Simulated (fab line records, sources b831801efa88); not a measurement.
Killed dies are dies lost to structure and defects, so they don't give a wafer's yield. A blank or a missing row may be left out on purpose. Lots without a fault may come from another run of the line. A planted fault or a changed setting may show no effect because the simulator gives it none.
A struck lot beside a sound one | flow sky130 | 17 steps out of a route of 708
Sound: wafers L985.1, L985.2, L985.5. Struck: wafers L999.4, L999.5, L999.6. The cause comes at the end.
At each step with rows: each side's tool, then ch and its chambers, then its first start. Under that, the readings that differ: sound wafers | struck wafers | difference of the means | sigmas: that difference in standard deviations of wafers without a fault.
alike: readings whose means differ by less than 2 such deviations, and words and numbers that are the same on both sides. not compared: withheld readings, readings that some wafer has no value for, bounds like >300 that may hide the same value, and numbers for which the record gives no deviation and whose values overlap.
The two part at a step that has a row with sigmas, a row that says differs or no value, or rows on one side only. Numbers that don't overlap but have no deviation are shown without sigmas and don't part them. A reading that every wafer of one side lacks parts them only if that side has two wafers or more.

SKY_LDD_P_OVL_MEAS_08:
  sound on overlay-02, day 19 21:02; struck on overlay-01, day 26 04:21
  alike: LDD_P_OVL
then, 1 step without rows for these wafers: SKY_LDD_P_IMPLANT_09.
SKY_LDD_P_STRIP_10: strips in O2/N2.
  sound on plasma_asher-02 ch 0,1, day 19 21:13; struck on plasma_asher-01 ch 0,1, day 26 04:33
  alike: drypump_motor_current_A, oes_product_au, strip_time_to_endpoint_s
  not compared: rf_hours_counter_h
SKY_LDD_P_TW_MEAS_11:
  sound on film_metro-03, day 19 21:19; struck on film_metro-04, day 26 04:39
  reading  | sound       | struck      | difference | sigmas
  LDD_P_TW | 649 646 654 | 619 619 625 | -29        | -3
then, 7 steps without rows for these wafers: SKY_LDD_HVN_DEHYDRATE_00 (time 60 s); SKY_LDD_HVN_HMDS_01 (prime time 60 s); SKY_LDD_HVN_COAT_02 (resist thk 300 nm); SKY_LDD_HVN_SOFTBAKE_03 (time 60 s); SKY_LDD_HVN_EXPOSE_04 (exposes mask HVNTM, target cd 700 nm); SKY_LDD_HVN_PEB_05; SKY_LDD_HVN_DEVELOP_06 (develop time 60 s).
SKY_LDD_HVN_OVL_MEAS_07:
  sound on overlay-02, day 21 04:01; struck on overlay-02, day 27 08:20
  reading          | sound          | struck        | difference | sigmas
  LDD_HVN_OVL (nm) | -3.2 -4.0 -4.0 | -0.7 0.6 -1.8 | +3.1       | +2
SKY_LDD_HVN_IMPLANT_08:
  sound on implanter-02 ch 0, day 21 04:03; struck on implanter-01 ch 0, day 27 08:26
  reading            | sound                            | struck                           | difference  | sigmas
  dose_ions_cm2      | 2.9965e+13 2.9944e+13 3.0026e+13 | 1.8063e+13 1.8077e+13 1.8073e+13 | -1.1907e+13 | -99 or more
  faraday_current_uA | 168 175 174                      | 103 101 100                      | -71         | -22
SKY_LDD_HVN_STRIP_09: strips in O2/N2.
  sound on plasma_asher-03 ch 0,1, day 21 04:12; struck on plasma_asher-02 ch 0,1, day 27 08:32
  alike: drypump_motor_current_A, oes_product_au, strip_time_to_endpoint_s
  not compared: rf_hours_counter_h
SKY_LDD_HVN_TW_MEAS_10:
  sound on film_metro-04, day 21 04:18; struck on film_metro-04, day 27 08:38
  reading    | sound          | struck         | difference | sigmas
  LDD_HVN_TW | 1406 1402 1405 | 1202 1201 1201 | -203       | -9
then, 1 step without rows for these wafers: SKY_LDD_HVP_DEHYDRATE_00 (time 60 s).
-- the record jumps here: 23 days lie between the struck wafers' starts before and after (it left off in module LDD_HVP and takes up again in module PAD_OPEN, whose first step shown is number 708 of the route) --
SKY_PAD_OPEN_PROBE_99:
  sound on prober-01, day 46 05:33; struck on prober-01, day 50 04:13
  reading                                 | sound                | struck               | difference | sigmas
  model.etest.tip_n_5v.rs_ohm_sq          | 1374 1377 1363       | 2062 2064 2052       | +688       |
  model.etest.nfet_g5v0d10v5.r_on_ohm_um  | 1866 1895 1894       | 2007 1998 1984       | +111       |
  model.etest.tip_n_5v.rs_ohm_sq_range    | 38.91 31.1 20.42     | 76.49 62.55 68.25    | +38.95     |
  model.etest.nfet_g5v0d10v5.drive_ua_um  | 607.9 602.1 595.2    | 576.3 580.7 582.7    | -21.8      |
  model.etest.nfet_05v0_nvt.drive_ua_um   | 580 569.4 573.7      | 560.5 561.9 563.3    | -12.5      |
  model.etest.res_ndiff_hv.rs_ohm_sq      | 113.9 113.5 112.5    | 117.8 118 117.5      | +4.5       |
  model.etest.ring_5v.delay_ps            | 44.72 45.07 45.37    | 46.2 45.75 45.58     | +0.8       |
  model.etest.nfet_g5v0d10v5.vt_sat_v (V) | 0.7667 0.7617 0.7691 | 0.7873 0.7912 0.7945 | +0.0252    |
  alike: killed_at_M0_to_M3, killed_at_M4_up, killed_at_contacts, killed_at_front_end, killed_at_other, killed_dies, killed_open, killed_short

WHERE THEY PART
First at SKY_LDD_P_TW_MEAS_11; last, within this record, at SKY_LDD_HVN_TW_MEAS_10. Later steps at which nothing parts them and some readings are alike: SKY_PAD_OPEN_PROBE_99.

WHY: what the simulator had put in
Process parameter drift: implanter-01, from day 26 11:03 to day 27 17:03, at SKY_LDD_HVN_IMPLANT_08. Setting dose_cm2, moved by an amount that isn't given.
